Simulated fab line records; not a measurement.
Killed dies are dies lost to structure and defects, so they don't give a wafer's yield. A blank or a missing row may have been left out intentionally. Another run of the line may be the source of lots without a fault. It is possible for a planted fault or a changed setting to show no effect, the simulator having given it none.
Which tool is to blame? || flow sky130 || Sampling: 13 lots, 39 wafers, 3 of 708 route steps

## WHAT THE GAUGES SHOWED, per wafer
SKY_DNWELL_TW_MEAS_09. Usual: DNWELL_TW 1108, standard deviation 9.3.
{"lot": "L209", "measured": "day 3 16:25", "on": "film_metro-02", "DNWELL_TW": "1114 1116 1121", "flag": ""}
{"lot": "L210", "measured": "day 3 22:07", "on": "film_metro-04", "DNWELL_TW": "1108 1109 1107", "flag": ""}
{"lot": "L211", "measured": "day 4 03:22", "on": "film_metro-04", "DNWELL_TW": "1097 1102 1104", "flag": ""}
{"lot": "L212", "measured": "day 4 08:36", "on": "film_metro-03", "DNWELL_TW": "1102 1098 1102", "flag": ""}
{"lot": "L215", "measured": "day 5 01:10", "on": "film_metro-04", "DNWELL_TW": "1102 1108 1102", "flag": ""}
{"lot": "L216", "measured": "day 5 03:46", "on": "film_metro-02", "DNWELL_TW": "1111 1111 1112", "flag": ""}
{"lot": "L217", "measured": "day 5 10:11", "on": "film_metro-04", "DNWELL_TW": "1101 1103 1105", "flag": ""}
{"lot": "L225", "measured": "day 7 07:11", "on": "film_metro-02", "DNWELL_TW": "1121 1112 1118", "flag": ""}
{"lot": "L226", "measured": "day 7 16:25", "on": "film_metro-03", "DNWELL_TW": "1101 1099 1098", "flag": ""}
{"lot": "L228", "measured": "day 8 00:09", "on": "film_metro-03", "DNWELL_TW": "1092 1095 1083", "flag": ""}
{"lot": "L230", "measured": "day 8 10:23", "on": "film_metro-04", "DNWELL_TW": "1107 1107 1110", "flag": ""}

## WHAT TOOL EACH LOT RAN ON (gives the tool, then ch and the chambers of the sampled wafers, and finally the start)
{"lot": "L209", "SKY_FIELD_ISO_ETCH_15": "rie_diel-03 ch 2,3, day 2 17:20", "SKY_FIELD_ISO_STRIP_16": "plasma_asher-03 ch 0,1, day 2 17:24"}
{"lot": "L210", "SKY_FIELD_ISO_ETCH_15": "rie_diel-04 ch 0,3, day 2 20:40", "SKY_FIELD_ISO_STRIP_16": "plasma_asher-01 ch 1, day 2 20:43"}
{"lot": "L211", "SKY_FIELD_ISO_ETCH_15": "rie_diel-04 ch 1,2, day 3 05:47", "SKY_FIELD_ISO_STRIP_16": "plasma_asher-03 ch 0,1, day 3 05:50"}
{"lot": "L212", "SKY_FIELD_ISO_ETCH_15": "rie_diel-03 ch 1,2,3, day 3 08:07", "SKY_FIELD_ISO_STRIP_16": "plasma_asher-03 ch 0,1, day 3 08:12"}
{"lot": "L215", "SKY_FIELD_ISO_ETCH_15": "rie_diel-01 ch 1,3, day 4 01:08", "SKY_FIELD_ISO_STRIP_16": "plasma_asher-02 ch 0,1, day 4 01:11"}
{"lot": "L216", "SKY_FIELD_ISO_ETCH_15": "rie_diel-03 ch 0,1,2, day 4 02:53", "SKY_FIELD_ISO_STRIP_16": "plasma_asher-02 ch 0,1, day 4 02:56"}
{"lot": "L217", "SKY_FIELD_ISO_ETCH_15": "rie_diel-04 ch 0,3, day 4 09:11", "SKY_FIELD_ISO_STRIP_16": "plasma_asher-03 ch 0,1, day 4 09:14"}
{"lot": "L219", "SKY_FIELD_ISO_ETCH_15": "rie_diel-03 ch 0,3, day 4 18:53", "SKY_FIELD_ISO_STRIP_16": "plasma_asher-01 ch 0, day 4 18:57"}
{"lot": "L220", "SKY_FIELD_ISO_ETCH_15": "rie_diel-03 ch 0,1,2, day 4 23:17", "SKY_FIELD_ISO_STRIP_16": "plasma_asher-01 ch 0,1, day 4 23:21"}
{"lot": "L225", "SKY_FIELD_ISO_ETCH_15": "rie_diel-01 ch 1,2,3, day 6 02:05", "SKY_FIELD_ISO_STRIP_16": "plasma_asher-02 ch 0, day 6 02:09"}
{"lot": "L226", "SKY_FIELD_ISO_ETCH_15": "rie_diel-03 ch 1,2,3, day 6 09:17", "SKY_FIELD_ISO_STRIP_16": "plasma_asher-01 ch 0, day 6 09:20"}
{"lot": "L228", "SKY_FIELD_ISO_ETCH_15": "rie_diel-04 ch 0,1,3, day 6 19:10", "SKY_FIELD_ISO_STRIP_16": "plasma_asher-02 ch 0,1, day 6 19:13"}
{"lot": "L230", "SKY_FIELD_ISO_ETCH_15": "rie_diel-03 ch 0,1,2, day 7 06:08", "SKY_FIELD_ISO_STRIP_16": "plasma_asher-02 ch 0,1, day 7 06:11"}
- SKY_FIELD_ISO_ETCH_15: etches the open film in CHF3/O2, stops on Si, target depth 180 nm, time 72 s.
- SKY_FIELD_ISO_STRIP_16: strips in O2/N2.

## AS READ BY THE TOOLS THEMSELVES (means over the sampled wafers that have a number; for cases with no such wafer, the mark the record gives instead)
SKY_FIELD_ISO_ETCH_15. Usual: chamber_pressure_mTorr 40.00 mTorr, standard deviation 0.044; drypump_motor_current_A 5.5 A, standard deviation 0.36; oes_product_au 0.948 a.u., standard deviation 0.0065; throttle_valve_pct 8.846 %, standard deviation 0.0093.
{"lot": "L209", "tool": "rie_diel-03", "chamber_pressure_mTorr (mTorr)": 40.01, "drypump_motor_current_A (A)": 5.7, "oes_product_au (a.u.)": 0.945, "throttle_valve_pct (%)": 8.856, "flag": ""}
{"lot": "L210", "tool": "rie_diel-04", "chamber_pressure_mTorr (mTorr)": 40.00, "drypump_motor_current_A (A)": 5.2, "oes_product_au (a.u.)": 0.955, "throttle_valve_pct (%)": 8.853, "flag": ""}
{"lot": "L211", "tool": "rie_diel-04", "chamber_pressure_mTorr (mTorr)": 40.02, "drypump_motor_current_A (A)": 5.8, "oes_product_au (a.u.)": 0.951, "throttle_valve_pct (%)": 8.855, "flag": ""}
{"lot": "L212", "tool": "rie_diel-03", "chamber_pressure_mTorr (mTorr)": 39.98, "drypump_motor_current_A (A)": 5.5, "oes_product_au (a.u.)": 0.946, "throttle_valve_pct (%)": 8.846, "flag": ""}
{"lot": "L215", "tool": "rie_diel-01", "chamber_pressure_mTorr (mTorr)": 39.97, "drypump_motor_current_A (A)": 5.6, "oes_product_au (a.u.)": 0.949, "throttle_valve_pct (%)": 8.843, "flag": ""}
{"lot": "L216", "tool": "rie_diel-03", "chamber_pressure_mTorr (mTorr)": 40.00, "drypump_motor_current_A (A)": 5.5, "oes_product_au (a.u.)": 0.945, "throttle_valve_pct (%)": 8.835, "flag": ""}
{"lot": "L217", "tool": "rie_diel-04", "chamber_pressure_mTorr (mTorr)": 40.02, "drypump_motor_current_A (A)": 5.1, "oes_product_au (a.u.)": 0.954, "throttle_valve_pct (%)": 8.854, "flag": ""}
{"lot": "L219", "tool": "rie_diel-03", "chamber_pressure_mTorr (mTorr)": 40.01, "drypump_motor_current_A (A)": 5.6, "oes_product_au (a.u.)": 0.943, "throttle_valve_pct (%)": 8.828, "flag": ""}
{"lot": "L220", "tool": "rie_diel-03", "chamber_pressure_mTorr (mTorr)": 39.98, "drypump_motor_current_A (A)": 5.6, "oes_product_au (a.u.)": 0.947, "throttle_valve_pct (%)": 8.847, "flag": ""}
{"lot": "L225", "tool": "rie_diel-01", "chamber_pressure_mTorr (mTorr)": 39.99, "drypump_motor_current_A (A)": 5.5, "oes_product_au (a.u.)": 0.954, "throttle_valve_pct (%)": 8.844, "flag": ""}
{"lot": "L226", "tool": "rie_diel-03", "chamber_pressure_mTorr (mTorr)": 40.00, "drypump_motor_current_A (A)": 5.5, "oes_product_au (a.u.)": 0.932, "throttle_valve_pct (%)": 8.845, "flag": ""}
{"lot": "L228", "tool": "rie_diel-04", "chamber_pressure_mTorr (mTorr)": 40.03, "drypump_motor_current_A (A)": 5.5, "oes_product_au (a.u.)": 0.947, "throttle_valve_pct (%)": 8.851, "flag": ""}
{"lot": "L230", "tool": "rie_diel-03", "chamber_pressure_mTorr (mTorr)": 39.98, "drypump_motor_current_A (A)": 5.5, "oes_product_au (a.u.)": 0.949, "throttle_valve_pct (%)": 8.850, "flag": ""}

SKY_FIELD_ISO_STRIP_16. Usual: chamber_pressure_mTorr 1500.0 mTorr, standard deviation 1.3; drypump_motor_current_A 5.9 A, standard deviation 0.39; oes_product_au 0.379 a.u., standard deviation 0.0048; strip_time_to_endpoint_s 3.56 s, standard deviation 0.033.
{"lot": "L209", "tool": "plasma_asher-03", "chamber_pressure_mTorr (mTorr)": 1500.2, "drypump_motor_current_A (A)": 6.0, "oes_product_au (a.u.)": 0.374, "strip_time_to_endpoint_s (s)": 3.59, "flag": ""}
{"lot": "L210", "tool": "plasma_asher-01", "chamber_pressure_mTorr (mTorr)": 1500.9, "drypump_motor_current_A (A)": 5.2, "oes_product_au (a.u.)": 0.373, "strip_time_to_endpoint_s (s)": 3.56, "flag": ""}
{"lot": "L211", "tool": "plasma_asher-03", "chamber_pressure_mTorr (mTorr)": 1501.3, "drypump_motor_current_A (A)": 6.1, "oes_product_au (a.u.)": 0.379, "strip_time_to_endpoint_s (s)": 3.53, "flag": ""}
{"lot": "L212", "tool": "plasma_asher-03", "chamber_pressure_mTorr (mTorr)": 1500.6, "drypump_motor_current_A (A)": 6.0, "oes_product_au (a.u.)": 0.376, "strip_time_to_endpoint_s (s)": 3.56, "flag": ""}
{"lot": "L215", "tool": "plasma_asher-02", "chamber_pressure_mTorr (mTorr)": 1499.0, "drypump_motor_current_A (A)": 6.0, "oes_product_au (a.u.)": 0.380, "strip_time_to_endpoint_s (s)": 3.60, "flag": ""}
{"lot": "L216", "tool": "plasma_asher-02", "chamber_pressure_mTorr (mTorr)": 1500.3, "drypump_motor_current_A (A)": 6.1, "oes_product_au (a.u.)": 0.375, "strip_time_to_endpoint_s (s)": 3.51, "flag": ""}
{"lot": "L217", "tool": "plasma_asher-03", "chamber_pressure_mTorr (mTorr)": 1499.4, "drypump_motor_current_A (A)": 6.0, "oes_product_au (a.u.)": 0.382, "strip_time_to_endpoint_s (s)": 3.61, "flag": ""}
{"lot": "L219", "tool": "plasma_asher-01", "chamber_pressure_mTorr (mTorr)": "-", "drypump_motor_current_A (A)": "-", "oes_product_au (a.u.)": "-", "strip_time_to_endpoint_s (s)": "-", "flag": "OFF"}
{"lot": "L220", "tool": "plasma_asher-01", "chamber_pressure_mTorr (mTorr)": "-", "drypump_motor_current_A (A)": "-", "oes_product_au (a.u.)": "-", "strip_time_to_endpoint_s (s)": "-", "flag": "OFF"}
{"lot": "L225", "tool": "plasma_asher-02", "chamber_pressure_mTorr (mTorr)": 1499.7, "drypump_motor_current_A (A)": 5.7, "oes_product_au (a.u.)": 0.380, "strip_time_to_endpoint_s (s)": 3.60, "flag": ""}
{"lot": "L226", "tool": "plasma_asher-01", "chamber_pressure_mTorr (mTorr)": 1501.0, "drypump_motor_current_A (A)": 6.3, "oes_product_au (a.u.)": 0.377, "strip_time_to_endpoint_s (s)": 3.56, "flag": ""}
{"lot": "L228", "tool": "plasma_asher-02", "chamber_pressure_mTorr (mTorr)": 1499.6, "drypump_motor_current_A (A)": 6.0, "oes_product_au (a.u.)": 0.386, "strip_time_to_endpoint_s (s)": 3.57, "flag": ""}
{"lot": "L230", "tool": "plasma_asher-02", "chamber_pressure_mTorr (mTorr)": 1500.7, "drypump_motor_current_A (A)": 6.0, "oes_product_au (a.u.)": 0.382, "strip_time_to_endpoint_s (s)": 3.54, "flag": ""}

## THE ANSWER, worked out from the rows above alone
Rule: take the mean of a lot's wafers that have a number; if it is more than 3 standard deviations from the usual mean, the lot is off. A lot without any number at a reading at which 4 lots or more have one is off too. Any other lot the step has rows for is counted as sound. After the gauges, taken in route order, come the tools' own readings; for these a lot's mean is taken, as printed above. At the first step where some lot is off, the reading lying furthest off is the one used; lots without a number count as furthest.
Off: L219, L220, at SKY_FIELD_ISO_STRIP_16 (chamber_pressure_mTorr). Without a number there: L219, L220.
A tool fits if, at that step or a process step before it, it ran every lot that is off, and no sound lot after the first of them. Not one of the candidates tried fits.

## WHAT HAD BEEN PUT IN BY THE SIMULATOR
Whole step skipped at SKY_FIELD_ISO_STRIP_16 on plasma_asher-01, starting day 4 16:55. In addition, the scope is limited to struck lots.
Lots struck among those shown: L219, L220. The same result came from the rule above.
